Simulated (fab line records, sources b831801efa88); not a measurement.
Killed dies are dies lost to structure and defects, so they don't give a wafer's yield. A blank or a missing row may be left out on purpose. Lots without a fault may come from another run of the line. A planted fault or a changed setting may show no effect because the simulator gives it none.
A struck lot beside a sound one | flow sky130 | 16 steps out of a route of 708
Sound: wafers L468.2, L468.4, L468.5. Struck: wafers L478.1, L478.2, L478.5. The cause comes at the end.
At each step with rows: each side's tool, then ch and its chambers, then its first start. Under that, the readings that differ: sound wafers | struck wafers | difference of the means | sigmas: that difference in standard deviations of wafers without a fault.
alike: readings whose means differ by less than 2 such deviations, and words and numbers that are the same on both sides. not compared: withheld readings, readings that some wafer has no value for, bounds like >300 that may hide the same value, and numbers for which the record gives no deviation and whose values overlap.
The two part at a step that has a row with sigmas, a row that says differs or no value, or rows on one side only. Numbers that don't overlap but have no deviation are shown without sigmas and don't part them. A reading that every wafer of one side lacks parts them only if that side has two wafers or more.

first, 5 steps without rows for these wafers: SKY_POLY_GATE_COAT_08 (resist thk 450 nm); SKY_POLY_GATE_SOFTBAKE_09 (time 90 s); SKY_POLY_GATE_EXPOSE_10 (exposes mask P1M, target cd 150 nm); SKY_POLY_GATE_PEB_11; SKY_POLY_GATE_DEVELOP_12 (develop time 60 s).
SKY_POLY_GATE_CD_MEAS_13: target cd 150 nm.
  sound on cd_sem-01, day 18 11:52; struck on cd_sem-01, day 22 02:17
  alike: cd_nm
SKY_POLY_GATE_OVL_MEAS_14:
  sound on overlay-01, day 18 11:58; struck on overlay-02, day 22 02:24
  alike: POLY_GATE_OVL
SKY_POLY_GATE_ETCH_15: etches BARC in N2/H2, stops on SiO2, time 118.5 s, target depth 110 nm.
  sound on rie_diel-04 ch 0,1,2, day 18 11:59; struck on rie_diel-01 ch 0,1,3, day 22 02:26
  alike: drypump_motor_current_A, oes_product_au, throttle_valve_pct
  not compared: rf_hours_counter_h
SKY_POLY_GATE_ETCH_16: etches Si3N4 in CH3F/O2, stops on poly-Si, time 147.5 s, target depth 75 nm.
  sound on rie_diel-04 ch 0,1,2, day 18 12:05; struck on rie_diel-01 ch 0,1,3, day 22 02:31
  alike: drypump_motor_current_A, oes_product_au, throttle_valve_pct
  not compared: rf_hours_counter_h
SKY_POLY_GATE_ETCH_17: etches poly-Si in HBr/Cl2, stops on SiO2, target depth 180 nm, time 70.5 s.
  sound on rie_si-02 ch 0,1,3, day 18 12:10; struck on rie_si-01 ch 0,2,3, day 22 02:37
  alike: drypump_motor_current_A, oes_product_au, throttle_valve_pct
  not compared: rf_hours_counter_h
SKY_POLY_GATE_STRIP_18: strips in O2/N2.
  sound on plasma_asher-03 ch 0,1, day 18 12:14; struck on plasma_asher-01 ch 0,1, day 22 02:40
  alike: drypump_motor_current_A, oes_product_au, strip_time_to_endpoint_s
  not compared: rf_hours_counter_h
then, 1 step without rows for these wafers: SKY_POLY_GATE_CLEAN_19 (cleans in SC1/SC2, time 150 s).
SKY_POLY_GATE_OXIDATION_20: stabilise 600 s, purge 300 s, target thk 4 nm.
  sound on furnace-01 ch 0, day 18 15:12; struck on furnace-01 ch 0, day 22 03:43
  reading                                          | sound             | struck               | difference | sigmas
  spike_tc_bottom_C (C)                            | 873.9 871.2 871.5 | 838.3 841.8 840.1    | -32.1      | -13
  spike_tc_centre_C (C)                            | 849.9 849.1 851.0 | 817.9 817.9 816.3    | -32.6      | -20
  spike_tc_lower_C (C)                             | 849.9 849.7 849.6 | 818.7 817.9 817.2    | -31.8      | -33
  spike_tc_top_C (C)                               | 863.0 863.1 863.3 | 831.6 831.3 831.3    | -31.7      | -35
  spike_tc_upper_C (C)                             | 850.5 848.9 849.6 | 817.7 816.9 816.8    | -32.5      | -30
  tube_center_temp_C (C)                           | 850 850.01 849.75 | 817.44 817.44 817.46 | -32.47     | -99 or more
  tube_center_temp_C_max                           | 852.7 852.5 851.9 | 819.5 819.4 819.6    | -32.9      | -91
  model.SiO2_of_POLY_GATE_OXIDATION_20.thk_nm (nm) | 4.01 3.97 4.027   | 2.527 2.55 2.55      | -1.460     |
  alike: zone_power_centre_pct
SKY_POLY_GATE_THK_MEAS_21:
  sound on film_metro-03, day 18 16:28; struck on film_metro-03, day 22 04:58
  reading                      | sound          | struck         | difference | sigmas
  POLY_GATE_OXIDATION_THK (nm) | 4.00 3.98 3.99 | 2.48 2.53 2.56 | -1.47      | -19
SKY_POLY_GATE_CD_MEAS_22:
  sound on cd_sem-02, day 18 16:32; struck on cd_sem-02, day 22 05:02
  alike: cd_nm
-- the record jumps here: 27 days lie between the struck wafers' starts before and after (it left off in module POLY_GATE and takes up again in module PAD_OPEN, whose first step shown is number 708 of the route) --
SKY_PAD_OPEN_PROBE_99:
  sound on prober-01, day 47 10:59; struck on prober-01, day 49 13:02
  reading                            | sound                   | struck                  | difference | sigmas
  killed_at_front_end                | 22 23 23                | 16 10 15                | -9         | -2
  model.etest.tip_p.rs_ohm_sq        | 6921 6908 6945          | 6624 6573 6575          | -334       |
  model.etest.tip_sonos.rs_ohm_sq    | 2835 2757 2802          | 2387 2394 2372          | -414       |
  model.etest.res_pdiff.line_ohm_um  | 1378 1398 1432          | 1319 1337 1320          | -77        |
  model.etest.tip_n.rs_ohm_sq        | 437.5 437.4 437         | 423 422.6 425.3         | -14        |
  model.etest.res_pdiff.rs_ohm_sq    | 200.3 197.6 198         | 189.1 188.3 190.8       | -9.2       |
  model.etest.pfet_01v8.vt_sat_v (V) | -0.5706 -0.5821 -0.5938 | -0.4806 -0.4995 -0.4934 | +0.0910    |
  alike: killed_at_M0_to_M3, killed_at_M4_up, killed_at_contacts, killed_at_other, killed_dies, killed_open, killed_short
  not compared: model.etest.res_ndiff.line_ohm_um, model.etest.res_ndiff.rs_ohm_sq

WHERE THEY PART
First at SKY_POLY_GATE_OXIDATION_20; last, within this record, at SKY_PAD_OPEN_PROBE_99.

WHY: what the simulator had put in
Process parameter drift: furnace-01, from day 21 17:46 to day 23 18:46, at SKY_POLY_GATE_OXIDATION_20. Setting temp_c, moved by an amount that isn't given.
